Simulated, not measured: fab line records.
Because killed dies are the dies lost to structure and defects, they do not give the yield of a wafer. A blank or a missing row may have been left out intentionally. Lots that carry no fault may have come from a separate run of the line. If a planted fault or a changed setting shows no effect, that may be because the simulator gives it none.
One fault seen from 2 desks	flow gf180mcu	only its own numbers are on each desk; what lay behind them is given at the end

== THE METROLOGY DESK ==
Lot by lot, what the gauges showed, no matter which tool ran the lot: averages of those sampled wafers that carry a number. Marked OUT: a lot whose mean sits more than 4 standard deviations from the usual mean, which makes it out of limits; the brackets give that distance.
Columns: A = M4_ALCU_RS at GF_M4_RS_MEAS_05, usual 0.0691 ohm/sq
lot	first seen here	A
L738	day 22 10:15	0.0692
L740	day 23 05:21	0.0682
L746	day 25 18:54	0.0675
L747	day 26 00:20	0.0682
L749	day 26 10:48	0.0693
L750	day 26 17:17	0.0691
L751	day 27 05:09	0.0694
L754	day 27 20:19	0.0683
L755	day 28 05:20	0.0683
L756	day 28 10:19	0.0687
L757	day 28 18:46	0.0700
L758	day 29 01:58	0.0693
L759	day 29 06:30	0.0673
L761	day 30 04:52	0.0703
This desk found nothing out of limits on any of the 14 lots.

== THE TOOL OWNER'S DESK: litho_track-04 ==
The tool's own readings at GF_M4_DEVELOP_13 (develop time 60 s): means of the sampled wafers that have a number, for each lot that ran on this tool. Marked OUT: a lot whose mean sits more than 4 standard deviations from the usual mean, which makes it out of limits; the brackets give that distance.
Columns: A = developer_temp_C at GF_M4_DEVELOP_13, usual 20.99 C
lot	first seen here	A
L746	day 26 15:28	20.99
L747	day 26 20:58	20.11 (-8.8) OUT
L750	day 27 13:19	20.12 (-8.7) OUT
L761	day 30 22:52	21.00
This desk's verdict: out of limits on L747, L750, starting with L747 at day 26 20:58 (developer_temp_C at GF_M4_DEVELOP_13). Within limits: L746, L761.

== ALL TOGETHER ==
The tool owner's desk could have raised an alarm at day 26 20:58, on L747, L750.
From the metrology desk's view, nothing was out of limits.
The metrology desk has L747, L750 on record, within its limits.
The lots listed all ran GF_M4_DEVELOP_13 on litho_track-04.

== WHAT THE SIMULATOR HAD PUT IN ==
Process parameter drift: litho_track-04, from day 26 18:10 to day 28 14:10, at GF_M4_DEVELOP_13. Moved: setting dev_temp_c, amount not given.
Lots struck among those shown: L747, L750.
Delay in hours, fault start to first out-of-limits reading, by desk: the tool owner's desk at 3.
